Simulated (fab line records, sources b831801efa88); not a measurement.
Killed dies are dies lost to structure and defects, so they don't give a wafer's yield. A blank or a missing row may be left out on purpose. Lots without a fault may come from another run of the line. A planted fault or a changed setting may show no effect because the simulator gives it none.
Which tool did it? | flow gf180mcu | 13 lots, 39 wafers sampled, at 3 steps of a route of 602

WHAT THE GAUGES READ, wafer by wafer
GF_V5_THK_MEAS_03. Usual: V5_CVD_02_THK 1455 nm, standard deviation 18.
lot  | measured     | on            | V5_CVD_02_THK (nm) | flag
L397 | day 27 01:53 | film_metro-02 | 1432 1450 1447     |
L398 | day 27 17:11 | film_metro-01 | 1477 1487 1477     |
L400 | day 28 07:36 | film_metro-04 | 1417 1457 1473     |
L401 | day 28 10:13 | film_metro-02 | 1459 1449 1470     |
L402 | day 29 01:38 | film_metro-01 | 1446 1448 1477     |
L403 | day 29 08:53 | film_metro-04 | 1442 1438 1476     |
L404 | day 29 14:50 | film_metro-04 | 1450 1444 1457     |
L405 | day 29 21:08 | film_metro-02 | 1467 1460 1483     |
L406 | day 30 05:02 | film_metro-01 | 1459 1459 1463     |
L408 | day 30 16:07 | film_metro-01 | 1452 1446 1493     |
L413 | day 31 22:32 | film_metro-04 | 1431 1461 1469     |
L414 | day 32 05:55 | film_metro-04 | 1449 1476 1477     |
L415 | day 32 08:23 | film_metro-01 | 1457 1453 1478     |

WHICH TOOL RAN EACH LOT (tool, then ch and the chambers of the sampled wafers, then the start)
lot  | GF_V3_CVD_00                     | GF_M5_METAL_ETCH_10
L397 | hdpcvd-02 ch 0,1,2, day 22 03:28 | rie_metal-04 ch 0,1, day 27 01:01
L398 | hdpcvd-02 ch 0,1,2, day 22 20:25 | rie_metal-04 ch 0,1, day 27 15:49
L400 | hdpcvd-01 ch 0,1,2, day 23 10:10 | rie_metal-04 ch 0,1, day 28 06:41
L401 | hdpcvd-01 ch 0,1,2, day 23 13:57 | rie_metal-01 ch 0,1, day 28 09:21
L402 | hdpcvd-01 ch 0,2, day 24 07:46   | rie_metal-03 ch 1, day 29 00:40
L403 | hdpcvd-02 ch 0,1, day 24 14:42   | rie_metal-04 ch 0,1, day 29 08:01
L404 | hdpcvd-01 ch 0,1,2, day 24 22:28 | rie_metal-04 ch 0,1, day 29 13:58
L405 | hdpcvd-02 ch 0,1,2, day 25 06:01 | rie_metal-03 ch 0,1, day 29 20:13
L406 | hdpcvd-01 ch 0,1,2, day 25 14:04 | rie_metal-04 ch 0,1, day 30 04:10
L408 | hdpcvd-01 ch 0,1,2, day 26 04:36 | rie_metal-01 ch 0,1, day 30 15:13
L413 | hdpcvd-02 ch 0,1, day 27 14:58   | rie_metal-04 ch 0,1, day 31 21:40
L414 | hdpcvd-02 ch 0,1, day 27 23:19   | rie_metal-04 ch 0,1, day 32 05:01
L415 | hdpcvd-02 ch 0,1, day 28 02:31   | rie_metal-01 ch 0,1, day 32 07:25
- GF_V3_CVD_00: deposits SiO2, target thk 600 nm, time 100 s.
- GF_M5_METAL_ETCH_10: etches the open film in Cl2/BCl3, stops on SiO2, target depth 750.8 nm, time 125.1 s.

WHAT THE TOOLS THEMSELVES READ (means of the sampled wafers that have a number; where no wafer has one, the mark that the record gives instead)
GF_M5_METAL_ETCH_10. Usual: bias_w 139.9 W, standard deviation 0.41; drypump_motor_current_A 5.8 A, standard deviation 0.48; oes_product_au 0.991 a.u., standard deviation 0.0071; throttle_valve_pct 28.229 %, standard deviation 0.012.
lot  | tool         | bias_w (W) | drypump_motor_current_A (A) | oes_product_au (a.u.) | throttle_valve_pct (%) | flag
L397 | rie_metal-04 | 140.3      | 5.3                         | 0.998                 | 28.227                 |
L398 | rie_metal-04 | 139.9      | 5.4                         | 0.993                 | 28.222                 |
L400 | rie_metal-04 | 139.9      | 5.4                         | 0.994                 | 28.234                 |
L401 | rie_metal-01 | 139.8      | 5.9                         | 0.976                 | 28.250                 |
L402 | rie_metal-03 | 140.2      | 6.2                         | 0.992                 | 28.219                 |
L403 | rie_metal-04 | 140.0      | 5.7                         | 0.995                 | 28.219                 |
L404 | rie_metal-04 | 140.2      | 5.3                         | 0.989                 | 28.231                 |
L405 | rie_metal-03 | 140.0      | 6.1                         | 0.993                 | 28.227                 |
L406 | rie_metal-04 | 140.2      | 5.4                         | 0.988                 | 28.237                 |
L408 | rie_metal-01 | 140.1      | 5.6                         | 0.988                 | 28.240                 |
L413 | rie_metal-04 | 139.7      | 5.7                         | 0.995                 | 28.218                 |
L414 | rie_metal-04 | 139.7      | 5.4                         | 0.984                 | 28.228                 |
L415 | rie_metal-01 | 139.4      | 5.7                         | 0.992                 | 28.237                 |

THE ANSWER, worked out from the rows above alone
Rule: a lot is off if the mean of its wafers that have a number lies more than 3 standard deviations from the usual mean. A lot without any number at a reading at which 4 lots or more have one is off too. The other lots that the step has rows for count as sound. The gauges are gone through in route order, then the tools' own readings, and for those a lot's mean is taken as printed above. The first step at which some lot is off is used, and at that step the reading that is off furthest; a lot without a number counts as furthest.
No lot is off at any reading shown: from this, nothing can be told.

WHAT THE SIMULATOR HAD PUT IN
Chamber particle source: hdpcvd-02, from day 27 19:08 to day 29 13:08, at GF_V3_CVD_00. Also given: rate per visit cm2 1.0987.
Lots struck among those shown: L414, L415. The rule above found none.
